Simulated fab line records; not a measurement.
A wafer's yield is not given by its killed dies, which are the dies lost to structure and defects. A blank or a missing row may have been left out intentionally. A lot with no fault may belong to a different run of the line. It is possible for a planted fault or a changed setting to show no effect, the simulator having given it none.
Which of the tools did it? -- flow sky130 -- Sampling: 12 lots, 36 wafers, 2 of 708 route steps

WHAT THE GAUGES SHOWED, per wafer
SKY_SONOS_TUNNEL_CD_MEAS_07: target cd 410 nm.
lot,measured,on,cd_nm (nm)
L381,day 11 07:25,cd_sem-02,414.3 412.0 413.5
L382,day 11 12:26,cd_sem-01,408.3 407.0 407.5
L386,day 13 01:41,cd_sem-01,412.1 411.8 411.5
L394,day 16 00:44,cd_sem-01,407.1 407.0 404.6
L393,day 16 00:46,cd_sem-02,407.7 409.6 410.1
L395,day 16 07:20,cd_sem-01,406.4 408.3 408.9
L398,day 17 05:16,cd_sem-01,408.0 407.9 406.8
L399,day 17 14:40,cd_sem-01,407.2 410.4 410.6
L400,day 17 22:50,cd_sem-02,412.1 411.2 412.3
L401,day 18 03:49,cd_sem-01,410.1 411.8 410.2
L402,day 18 12:07,cd_sem-01,411.3 412.0 410.3
L404,day 19 00:22,cd_sem-02,411.3 407.3 409.1

WHICH TOOL RAN EACH LOT (tool, then ch and the chambers of the sampled wafers, then the start)
lot,SKY_VT_ADJUST_LVTN_STRIP_09
L381,"plasma_asher-03 ch 0,1, day 6 19:41"
L382,"plasma_asher-03 ch 0,1, day 6 23:53"
L386,"plasma_asher-01 ch 0,1, day 8 04:50"
L394,"plasma_asher-02 ch 1, day 10 15:10"
L393,"plasma_asher-01 ch 0,1, day 10 16:02"
L395,"plasma_asher-03 ch 0,1, day 10 21:58"
L398,"plasma_asher-01 ch 0,1, day 11 16:25"
L399,"plasma_asher-02 ch 0,1, day 12 00:16"
L400,"plasma_asher-01 ch 0,1, day 12 06:52"
L401,"plasma_asher-03 ch 0,1, day 12 10:49"
L402,"plasma_asher-02 ch 0,1, day 12 17:54"
L404,"plasma_asher-02 ch 0,1, day 13 05:11"
- SKY_VT_ADJUST_LVTN_STRIP_09: strips in O2/N2.

WHAT THE TOOLS THEMSELVES READ (means of the sampled wafers that have a number; where no wafer has one, the mark that the record gives instead)
SKY_VT_ADJUST_LVTN_STRIP_09.
lot,tool,drypump_motor_current_A (A),o2_flow_sccm (sccm),oes_product_au (a.u.),strip_time_to_endpoint_s (s)
L381,plasma_asher-03,6.2,2996,0.719,36.93
L382,plasma_asher-03,6.2,3004,0.720,36.77
L386,plasma_asher-01,5.7,3007,0.721,36.98
L394,plasma_asher-02,5.2,3027,0.721,36.99
L393,plasma_asher-01,5.7,2990,0.720,36.97
L395,plasma_asher-03,6.2,2997,0.729,36.96
L398,plasma_asher-01,5.7,2991,0.725,37.03
L399,plasma_asher-02,5.2,3008,0.720,36.91
L400,plasma_asher-01,5.9,2990,0.726,36.75
L401,plasma_asher-03,6.0,3006,0.720,37.00
L402,plasma_asher-02,5.1,2999,0.723,36.83
L404,plasma_asher-02,5.1,2996,0.719,36.84

THE ANSWER, worked out from the rows above alone
Rule: the usual values come from the lots themselves. The widest of any qualifying gaps counts: lots, ordered by their means at a reading, are off when they make up no more than a third of the lots, leave a main group of 4 or more, and stand apart from it by 3 or more times the standard deviation of that group's means. If all means in a main group match to the digits the tables above print for the reading, that group is not used. A lot without any number at a reading at which 4 lots or more have one is off too. Where the step has rows for the other lots, those lots are counted as sound. The gauges are gone through in route order, then the tools' own readings, and for those a lot's mean is taken as printed above. The first step at which some lot is off is used, and at that step the reading that is off furthest; a lot without a number counts as furthest.
Nothing can be told from this: no lot is off at any reading shown.

WHAT WAS PUT IN BY THE SIMULATOR
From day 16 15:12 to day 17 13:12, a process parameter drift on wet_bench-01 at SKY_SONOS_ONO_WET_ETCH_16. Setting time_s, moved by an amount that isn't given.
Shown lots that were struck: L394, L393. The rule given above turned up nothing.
